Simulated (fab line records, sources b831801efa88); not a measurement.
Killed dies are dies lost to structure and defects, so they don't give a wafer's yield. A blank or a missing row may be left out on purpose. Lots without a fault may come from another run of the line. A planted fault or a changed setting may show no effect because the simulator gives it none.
Which tool did it? | flow sfq_line | 14 lots, 42 wafers sampled, at 6 steps of a route of 325

WHAT THE GAUGES READ, wafer by wafer
The record holds no reading of a measuring or inspecting step that can be judged against a usual standard deviation.

WHICH TOOL RAN EACH LOT (tool, then ch and the chambers of the sampled wafers, then the start)
lot  | SFQ_TRILAYER_I4_CMP_CMP_100   | SFQ_TRILAYER_I4_METRO_MEASURE_101 | SFQ_TRILAYER_I4_VIA_ETCH_VIA_ETCH_106 | SFQ_TRILAYER_A5B_CMP_CMP_130  | SFQ_TRILAYER_M6_STRIP_STRIP_163   | SFQ_TRILAYER_I7_VIA_STRIP_STRIP_191
L660 | cmp-01 ch 1,2,3, day 47 03:05 | film_metro-04, day 47 05:48       | rie_diel-04 ch 0,1,3, day 53 05:50    | cmp-02 ch 0,1, day 64 23:13   | rie_metal-03 ch 0,1, day 72 12:22 | rie_metal-02 ch 0,1, day 78 15:44
L661 | cmp-02 ch 0,1,2, day 47 12:26 | film_metro-02, day 47 15:03       | rie_diel-01 ch 0,2,3, day 53 14:22    | cmp-02 ch 0,2,3, day 65 03:13 | rie_metal-02 ch 0,1, day 73 18:24 | rie_metal-04 ch 1, day 83 17:27
L665 | cmp-01 ch 0,1,3, day 49 20:05 | film_metro-01, day 49 23:12       | rie_diel-04 ch 0,1,2, day 54 16:34    | cmp-01 ch 0,1,2, day 66 14:17 | rie_metal-03 ch 0,1, day 75 20:33 | rie_metal-02 ch 0,1, day 85 01:33
L666 | cmp-01 ch 0,2,3, day 57 04:41 | film_metro-02, day 57 06:48       | rie_diel-01 ch 0,3, day 57 10:19      | cmp-02 ch 0,3, day 67 17:13   | rie_metal-03 ch 1, day 77 07:17   | rie_metal-04 ch 0,1, day 85 19:33
L667 | cmp-02 ch 0,2,3, day 57 04:49 | film_metro-01, day 57 06:56       | rie_diel-04 ch 1,2,3, day 57 11:31    | cmp-01 ch 1,2, day 67 17:31   | rie_metal-03 ch 0, day 77 09:50   | rie_metal-04 ch 0,1, day 85 21:57
L668 | cmp-01 ch 0,1, day 57 13:11   | film_metro-01, day 57 16:12       | rie_diel-04 ch 1,2, day 62 15:09      | cmp-02 ch 0,2,3, day 67 21:43 | rie_metal-01 ch 0,1, day 77 11:05 | rie_metal-01 ch 0,1, day 85 23:21
L669 | cmp-02 ch 1,2, day 57 13:19   | film_metro-02, day 57 16:32       | rie_diel-02 ch 2,3, day 62 16:21      | cmp-01 ch 0,1,3, day 67 22:01 | rie_metal-03 ch 0,1, day 77 14:41 | rie_metal-02 ch 0,1, day 86 00:33
L671 | cmp-01 ch 1,2,3, day 57 23:11 | film_metro-04, day 58 01:12       | rie_diel-01 ch 0,2,3, day 63 04:10    | cmp-02 ch 0,2,3, day 68 10:43 | rie_metal-01 ch 0,1, day 77 18:17 | rie_metal-02 ch 0,1, day 86 04:09
L672 | cmp-01 ch 0,1,3, day 58 07:41 | film_metro-04, day 58 10:12       | rie_diel-01 ch 1,2,3, day 63 19:56    | cmp-01 ch 0,2,3, day 68 11:46 | rie_metal-03 ch 0,1, day 77 19:29 | rie_metal-02 ch 0,1, day 86 07:45
L678 | cmp-01 ch 1,2,3, day 60 21:11 | film_metro-02, day 60 23:55       | rie_diel-04 ch 1,2,3, day 66 09:41    | cmp-01 ch 0,1,3, day 70 13:37 | rie_metal-02 ch 0,1, day 80 01:35 | rie_metal-01 ch 0,1, day 88 02:32
L680 | cmp-02 ch 1,2,3, day 62 17:04 | film_metro-01, day 62 19:41       | rie_diel-04 ch 0,1,3, day 67 12:05    | cmp-02 ch 0,2,3, day 70 17:58 | rie_metal-01 ch 0,1, day 80 04:59 | rie_metal-04 ch 0,1, day 88 04:44
L681 | cmp-02 ch 0,1,3, day 63 02:47 | film_metro-01, day 63 04:54       | rie_diel-04 ch 0,2,3, day 67 19:17    | cmp-01 ch 1,2, day 70 18:37   | rie_metal-02 ch 0,1, day 80 06:11 | rie_metal-01 ch 0,1, day 88 07:08
L682 | cmp-01 ch 0,2, day 63 04:17   | film_metro-04, day 63 07:06       | rie_diel-04 ch 0,1,2, day 67 21:41    | cmp-02 ch 0,1,3, day 70 21:28 | rie_metal-03 ch 0, day 80 07:23   | rie_metal-02 ch 0,1, day 88 08:20
L683 | cmp-01 ch 0,1,3, day 63 07:55 | film_metro-04, day 63 10:44       | rie_diel-01 ch 0,2,3, day 68 00:05    | cmp-01 ch 0,1,2, day 70 22:37 | rie_metal-02 ch 0,1, day 80 08:35 | rie_metal-01 ch 1, day 88 10:44
- SFQ_TRILAYER_I4_CMP_CMP_100: polishes SiO2.
- SFQ_TRILAYER_I4_METRO_MEASURE_101
- SFQ_TRILAYER_I4_VIA_ETCH_VIA_ETCH_106: etches SiO2 in CHF3, stops on Nb, target depth 260 nm.
- SFQ_TRILAYER_A5B_CMP_CMP_130: polishes, stops on Nb, target thk 340.7 nm.
- SFQ_TRILAYER_M6_STRIP_STRIP_163: strips in O2.
- SFQ_TRILAYER_I7_VIA_STRIP_STRIP_191: strips in O2.

WHAT THE TOOLS THEMSELVES READ (means of the sampled wafers that have a number; where no wafer has one, the mark that the record gives instead)
SFQ_TRILAYER_I4_CMP_CMP_100.
lot  | tool   | motor_current_A (A) | time_to_endpoint_s (s)
L660 | cmp-01 | 10.0                | 219
L661 | cmp-02 | 9.9                 | 206
L665 | cmp-01 | 9.1                 | 207
L666 | cmp-01 | 9.3                 | 212
L667 | cmp-02 | 10.3                | 216
L668 | cmp-01 | 8.7                 | 214
L669 | cmp-02 | 10.1                | 215
L671 | cmp-01 | 9.5                 | 221
L672 | cmp-01 | 8.8                 | 212
L678 | cmp-01 | 9.2                 | 222
L680 | cmp-02 | 10.3                | 232
L681 | cmp-02 | 11.1                | 231
L682 | cmp-01 | 9.4                 | 222
L683 | cmp-01 | 9.3                 | 215

SFQ_TRILAYER_I4_METRO_MEASURE_101.
lot  | tool          | thk_nm (nm)
L660 | film_metro-04 | 199.6
L661 | film_metro-02 | 200.7
L665 | film_metro-01 | 198.6
L666 | film_metro-02 | 199.6
L667 | film_metro-01 | 200.4
L668 | film_metro-01 | 199.8
L669 | film_metro-02 | 200.0
L671 | film_metro-04 | 199.9
L672 | film_metro-04 | 199.3
L678 | film_metro-02 | 199.4
L680 | film_metro-01 | 165.9
L681 | film_metro-01 | 165.7
L682 | film_metro-04 | 200.0
L683 | film_metro-04 | 199.4

SFQ_TRILAYER_I4_VIA_ETCH_VIA_ETCH_106.
lot  | tool        | drypump_motor_current_A (A) | oes_product_au (a.u.) | rf_fwd_power_W (W)
L660 | rie_diel-04 | 5.8                         | 0.854                 | 498.0
L661 | rie_diel-01 | 5.7                         | 0.855                 | 498.7
L665 | rie_diel-04 | 5.7                         | 0.850                 | 495.4
L666 | rie_diel-01 | 5.7                         | 0.850                 | 498.2
L667 | rie_diel-04 | 5.9                         | 0.848                 | 499.3
L668 | rie_diel-04 | 6.0                         | 0.855                 | 497.7
L669 | rie_diel-02 | 6.0                         | 0.857                 | 497.0
L671 | rie_diel-01 | 5.7                         | 0.851                 | 499.4
L672 | rie_diel-01 | 5.4                         | 0.855                 | 499.2
L678 | rie_diel-04 | 5.9                         | 0.856                 | 497.6
L680 | rie_diel-04 | 5.9                         | 0.774                 | 499.5
L681 | rie_diel-04 | 5.6                         | 0.767                 | 497.0
L682 | rie_diel-04 | 5.7                         | 0.853                 | 497.4
L683 | rie_diel-01 | 5.7                         | 0.852                 | 498.5

SFQ_TRILAYER_A5B_CMP_CMP_130.
lot  | tool   | motor_current_A (A)
L660 | cmp-02 | 10.1
L661 | cmp-02 | 10.3
L665 | cmp-01 | 9.0
L666 | cmp-02 | 10.4
L667 | cmp-01 | 9.1
L668 | cmp-02 | 10.5
L669 | cmp-01 | 9.3
L671 | cmp-02 | 10.5
L672 | cmp-01 | 9.4
L678 | cmp-01 | 8.8
L680 | cmp-02 | 10.1
L681 | cmp-01 | 9.3
L682 | cmp-02 | 10.6
L683 | cmp-01 | 8.8

SFQ_TRILAYER_M6_STRIP_STRIP_163.
lot  | tool         | drypump_motor_current_A (A) | oes_product_au (a.u.)
L660 | rie_metal-03 | 6.1                         | 1.007
L661 | rie_metal-02 | 5.7                         | 0.993
L665 | rie_metal-03 | 6.1                         | 1.003
L666 | rie_metal-03 | 6.1                         | 1.006
L667 | rie_metal-03 | 6.4                         | 1.004
L668 | rie_metal-01 | 5.5                         | 0.994
L669 | rie_metal-03 | 6.1                         | 1.007
L671 | rie_metal-01 | 5.5                         | 1.002
L672 | rie_metal-03 | 6.2                         | 1.011
L678 | rie_metal-02 | 5.9                         | 0.995
L680 | rie_metal-01 | 5.5                         | 1.004
L681 | rie_metal-02 | 5.9                         | 0.991
L682 | rie_metal-03 | 6.3                         | 1.010
L683 | rie_metal-02 | 5.9                         | 0.998

SFQ_TRILAYER_I7_VIA_STRIP_STRIP_191.
lot  | tool         | drypump_motor_current_A (A) | oes_product_au (a.u.)
L660 | rie_metal-02 | 5.9                         | 0.990
L661 | rie_metal-04 | 6.6                         | 1.004
L665 | rie_metal-02 | 5.8                         | 1.003
L666 | rie_metal-04 | 6.6                         | 1.000
L667 | rie_metal-04 | 6.5                         | 1.008
L668 | rie_metal-01 | 5.5                         | 1.003
L669 | rie_metal-02 | 5.7                         | 1.005
L671 | rie_metal-02 | 5.7                         | 1.000
L672 | rie_metal-02 | 5.7                         | 0.996
L678 | rie_metal-01 | 5.5                         | 1.001
L680 | rie_metal-04 | 6.5                         | 0.995
L681 | rie_metal-01 | 5.5                         | 0.991
L682 | rie_metal-02 | 5.9                         | 1.004
L683 | rie_metal-01 | 5.6                         | 0.991

THE ANSWER, worked out from the rows above alone
Rule: what is usual is taken from the lots themselves. Put in order of their means at a reading, lots are off if they are a third of the lots or fewer, leave a main group of 4 or more, and stand apart from it by a gap of 3 or more times the standard deviation of the main group's means; of several such gaps the widest counts. A main group whose means are all the same, to the digits that the tables above print for the reading, isn't used. A lot without any number at a reading at which 4 lots or more have one is off too. The other lots that the step has rows for count as sound. The gauges are gone through in route order, then the tools' own readings, and for those a lot's mean is taken as printed above. The first step at which some lot is off is used, and at that step the reading that is off furthest; a lot without a number counts as furthest.
Off: L680, L681, at SFQ_TRILAYER_I4_METRO_MEASURE_101 (thk_nm). The main group: mean 199.7 nm, standard deviation 0.52.
A tool fits if, at that step or a process step before it, it ran every lot that is off, and no sound lot after the first of them. Can't be told from this: 2 tools fit, cmp-02 at SFQ_TRILAYER_I4_CMP_CMP_100, film_metro-01 at SFQ_TRILAYER_I4_METRO_MEASURE_101.

WHAT THE SIMULATOR HAD PUT IN
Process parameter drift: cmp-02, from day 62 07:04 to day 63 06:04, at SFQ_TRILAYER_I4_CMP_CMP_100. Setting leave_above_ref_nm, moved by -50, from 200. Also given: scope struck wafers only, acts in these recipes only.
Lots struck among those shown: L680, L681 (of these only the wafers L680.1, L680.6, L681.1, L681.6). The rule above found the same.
